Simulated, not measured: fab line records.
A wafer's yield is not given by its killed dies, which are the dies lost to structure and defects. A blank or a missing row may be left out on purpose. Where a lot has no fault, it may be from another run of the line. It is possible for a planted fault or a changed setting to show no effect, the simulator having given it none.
Which of the tools did it?    flow sky130    Sampling: 12 lots, 36 wafers, 5 of 708 route steps

WHAT THE GAUGES SHOWED, per wafer
SKY_LDD_LDN_OVL_MEAS_07. Usual: LDD_LDN_OVL gives 1.1 nm (standard deviation 1.3).
lot   measured      on          LDD_LDN_OVL (nm)  flag
L743  day 23 05:30  overlay-02  0.9 0.6 3.6       
L744  day 23 08:12  overlay-01  1.3 -0.7 0.9      
L745  day 23 22:02  overlay-02  3.3 1.9 2.8       
L746  day 24 07:33  overlay-02  3.2 2.3 2.2       
L750  day 25 21:54  overlay-01  0.0 1.0 0.0       
L752  day 26 16:29  overlay-02  2.2 0.6 3.1       
L754  day 27 01:21  overlay-01  -0.7 0.2 1.2      
L756  day 27 18:42  overlay-01  -0.1 2.6 0.3      
L758  day 28 07:11  overlay-02  1.2 0.9 0.4       
L761  day 29 08:42  overlay-01  -0.3 0.2 -0.7     
L762  day 29 17:47  overlay-01  1.4 1.2 0.5       
L765  day 30 14:13  overlay-01  0.5 -0.1 -1.5     

SKY_SD_P_OVL_MEAS_08. Usual: SD_P_OVL gives -1.7 nm (standard deviation 1.6).
lot   measured      on          SD_P_OVL (nm)      flag
L743  day 25 19:49  overlay-01  -1.8 -4.1 -1.6     
L744  day 25 22:01  overlay-02  -2.6 1.8 -0.9      
L745  day 26 11:51  overlay-02  -0.6 -2.4 0.5      
L746  day 26 21:07  overlay-02  -1.0 0.5 -0.2      
L750  day 28 09:19  overlay-01  -1.9 1.9 0.0       
L752  day 29 03:55  overlay-01  100.4 99.1 99.1    OFF
L754  day 29 11:13  overlay-02  103.8 101.4 101.5  OFF
L756  day 30 06:28  overlay-01  -3.9 -3.4 -3.3     
L758  day 30 18:52  overlay-01  -3.4 -2.6 -1.9     
L761  day 31 19:34  overlay-02  -3.6 -1.3 -2.8     
L762  day 32 04:03  overlay-02  0.9 -0.8 0.9       
L765  day 33 00:17  overlay-02  -1.6 -1.0 -2.8     

WHAT TOOL EACH LOT RAN ON (gives the tool, then ch and the chambers of the sampled wafers, and finally the start)
lot   SKY_POLY_GATE_ETCH_15               SKY_POLY_GATE_ETCH_17             SKY_SD_P_EXPOSE_04
L743  rie_diel-02 ch 0,1,3, day 16 16:21  rie_si-01 ch 0,1,3, day 16 16:32  iline_stepper-02 ch 0, day 25 04:58
L744  rie_diel-02 ch 0,3, day 16 20:36    rie_si-01 ch 1,2,3, day 16 20:47  iline_stepper-02 ch 0, day 25 08:33
L745  rie_diel-01 ch 0,1,3, day 17 05:05  rie_si-02 ch 1,3, day 17 05:16    iline_stepper-02 ch 0, day 25 21:03
L746  rie_diel-02 ch 1,2,3, day 17 17:02  rie_si-02 ch 1,2,3, day 17 17:13  iline_stepper-01 ch 0, day 26 06:48
L750  rie_diel-03 ch 0,2,3, day 19 10:54  rie_si-01 ch 0,1,3, day 19 11:05  iline_stepper-02 ch 0, day 27 19:26
L752  rie_diel-03 ch 1,2,3, day 20 06:18  rie_si-01 ch 0,1,3, day 20 06:29  iline_stepper-01 ch 0, day 28 13:37
L754  rie_diel-01 ch 0,1,3, day 20 16:14  rie_si-02 ch 0,1,2, day 20 16:25  iline_stepper-01 ch 0, day 28 22:05
L756  rie_diel-03 ch 0,2,3, day 21 10:32  rie_si-02 ch 0,2,3, day 21 10:43  iline_stepper-02 ch 0, day 29 16:23
L758  rie_diel-01 ch 0,1,3, day 21 22:38  rie_si-02 ch 0,3, day 21 22:49    iline_stepper-02 ch 0, day 30 05:31
L761  rie_diel-01 ch 1,2, day 23 02:48    rie_si-01 ch 1,2, day 23 02:59    iline_stepper-02 ch 0, day 31 05:29
L762  rie_diel-03 ch 1,2, day 23 12:45    rie_si-02 ch 2,3, day 23 13:01    iline_stepper-02 ch 0, day 31 14:39
L765  rie_diel-03 ch 1,2, day 24 12:15    rie_si-01 ch 0,1,3, day 24 12:26  iline_stepper-02 ch 0, day 32 10:44
- SKY_POLY_GATE_ETCH_15: etches BARC in N2/H2, stops on SiO2, time 118.5 s, target depth 110 nm.
- SKY_POLY_GATE_ETCH_17: etches poly-Si in HBr/Cl2, stops on SiO2, target depth 180 nm, time 70.5 s.
- SKY_SD_P_EXPOSE_04: exposes mask PSDM, target cd 380 nm.

AS READ BY THE TOOLS THEMSELVES (means over the sampled wafers that have a number; for cases with no such wafer, the mark the record gives instead)
SKY_POLY_GATE_ETCH_15. Usual: bias_w 99.98 W, standard deviation 0.27; drypump_motor_current_A 5.6 A, standard deviation 0.49; oes_product_au 0.716 a.u., standard deviation 0.0048; throttle_valve_pct 13.213 %, standard deviation 0.0097.
lot   tool         bias_w (W)  drypump_motor_current_A (A)  oes_product_au (a.u.)  throttle_valve_pct (%)  flag
L743  rie_diel-02  99.97       5.4                          0.715                  13.204                  
L744  rie_diel-02  100.15      5.6                          0.709                  13.214                  
L745  rie_diel-01  100.17      5.3                          0.714                  13.209                  
L746  rie_diel-02  100.15      5.4                          0.710                  13.213                  
L750  rie_diel-03  99.94       6.0                          0.714                  13.213                  
L752  rie_diel-03  100.10      6.0                          0.719                  13.212                  
L754  rie_diel-01  99.68       5.3                          0.720                  13.211                  
L756  rie_diel-03  100.16      6.0                          0.716                  13.219                  
L758  rie_diel-01  100.17      5.2                          0.716                  13.206                  
L761  rie_diel-01  100.06      5.4                          0.719                  13.211                  
L762  rie_diel-03  99.94       6.2                          0.720                  13.212                  
L765  rie_diel-03  99.75       5.8                          0.715                  13.208                  

SKY_POLY_GATE_ETCH_17. Usual: bias_w 99.99 W, standard deviation 0.29; drypump_motor_current_A 5.7 A, standard deviation 0.43; oes_product_au 0.983 a.u., standard deviation 0.0091; throttle_valve_pct 33.684 %, standard deviation 0.0091.
lot   tool       bias_w (W)  drypump_motor_current_A (A)  oes_product_au (a.u.)  throttle_valve_pct (%)  flag
L743  rie_si-01  100.15      6.0                          0.981                  33.695                  
L744  rie_si-01  100.19      6.1                          0.989                  33.671                  
L745  rie_si-02  99.64       5.1                          0.978                  33.684                  
L746  rie_si-02  100.11      5.4                          0.980                  33.694                  
L750  rie_si-01  100.02      6.0                          0.991                  33.692                  
L752  rie_si-01  100.02      6.0                          0.990                  33.682                  
L754  rie_si-02  99.88       5.6                          0.988                  33.682                  
L756  rie_si-02  99.95       5.6                          0.989                  33.680                  
L758  rie_si-02  99.91       5.3                          0.983                  33.682                  
L761  rie_si-01  100.04      6.1                          0.981                  33.687                  
L762  rie_si-02  100.21      5.4                          0.977                  33.677                  
L765  rie_si-01  99.82       6.0                          0.989                  33.684                  

THE ANSWER, worked out from the rows above alone
Rule: lot off if the mean of its wafers having a number is beyond 3 standard deviations from the usual mean. A lot without any number at a reading at which 4 lots or more have one is off too. Any other lot the step has rows for is counted as sound. The gauges are gone through in route order, then the tools' own readings, and for those a lot's mean is taken as printed above. At the first step where some lot is off, the reading lying furthest off is the one used; lots without a number count as furthest.
Off: L752, L754, seen at SKY_SD_P_OVL_MEAS_08 (SD_P_OVL).
If a tool, at a process step before that reading, ran all the lots that are off and no sound lot after the first of them, it fits. Those tools and the gauges at SKY_SD_P_OVL_MEAS_08 are tried in the same way. One candidate fits, namely iline_stepper-01 at SKY_SD_P_EXPOSE_04. Its last sound lot is L746 (day 26 06:48), its first lot that is off L752 (day 28 13:37): a fault that began between those two fits.

WHAT THE SIMULATOR HAD INSERTED
Scanner matching overlay: iline_stepper-01, from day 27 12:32 on, at SKY_SD_P_EXPOSE_04. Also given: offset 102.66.
Lots struck among those shown: L752, L754. The rule above found the same.
